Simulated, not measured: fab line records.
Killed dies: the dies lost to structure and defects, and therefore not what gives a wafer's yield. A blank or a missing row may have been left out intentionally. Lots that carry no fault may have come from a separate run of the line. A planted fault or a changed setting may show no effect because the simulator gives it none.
The tool behind it: which one? | flow gf180mcu | Sampling: 7 lots, 21 wafers, 2 of 602 route steps

== WHAT EACH GAUGE READ, for each wafer ==
GF_VT_IMPLANT_RS_MEAS_48: a four-point-probe measurement.
lot  | measured     | on            | LVPWELL_RS (ohm/sq)
L695 | day 7 19:01  | film_metro-03 | 1196 1195 1197
L697 | day 8 11:13  | film_metro-03 | 1191 1193 1189
L701 | day 9 22:41  | film_metro-03 | 1194 1195 1194
L704 | day 10 11:53 | film_metro-03 | 1199 1196 1194
L711 | day 12 11:20 | film_metro-01 | 1168 1162 1156
L714 | day 13 10:20 | film_metro-03 | 1199 1198 1203
L716 | day 13 18:22 | film_metro-01 | 1197 1194 1197

== WHICH TOOL RAN EACH LOT (tool, then ch and the chambers of the sampled wafers, then the start) ==
lot  | GF_LVPWELL_IMPLANT_08
L695 | implanter-04 ch 0, day 4 00:28
L697 | implanter-04 ch 0, day 4 13:34
L701 | implanter-03 ch 0, day 5 19:50
L704 | implanter-04 ch 0, day 6 05:40
L711 | implanter-03 ch 0, day 7 21:32
L714 | implanter-04 ch 0, day 8 18:35
L716 | implanter-04 ch 0, day 9 00:27
- GF_LVPWELL_IMPLANT_08

== THE ANSWER, worked out from the rows above alone ==
Rule: usual is defined by the lots themselves. Put in order of their means at a reading, lots are off if they are a third of the lots or fewer, leave a main group of 4 or more, and stand apart from it by a gap of 3 or more times the standard deviation of the main group's means; of several such gaps the widest counts. The tables above print the reading to a certain number of digits; a main group whose means all agree to those digits is not used. Also off: a lot with no number at a reading for which 4 or more lots have one. The other lots that the step has rows for count as sound.
Off: L711, at GF_VT_IMPLANT_RS_MEAS_48 (LVPWELL_RS). The main group has a mean of 1196 ohm/sq with a standard deviation of 2.7.
If a tool, at a process step before that reading, ran all the lots that are off and no sound lot after the first of them, it fits. The gauges at GF_VT_IMPLANT_RS_MEAS_48 are tried like those tools. One fits: implanter-03 at GF_LVPWELL_IMPLANT_08. A fault onset in the window from L701 (day 5 19:50, its last sound lot) to L711 (day 7 21:32, its first lot off) fits.

== WHAT THE SIMULATOR HAD PUT IN ==
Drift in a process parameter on implanter-03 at GF_LVPWELL_IMPLANT_08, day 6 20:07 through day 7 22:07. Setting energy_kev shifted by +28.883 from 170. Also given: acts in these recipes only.
Shown lots that were struck: L711. This agrees with what the rule above found.
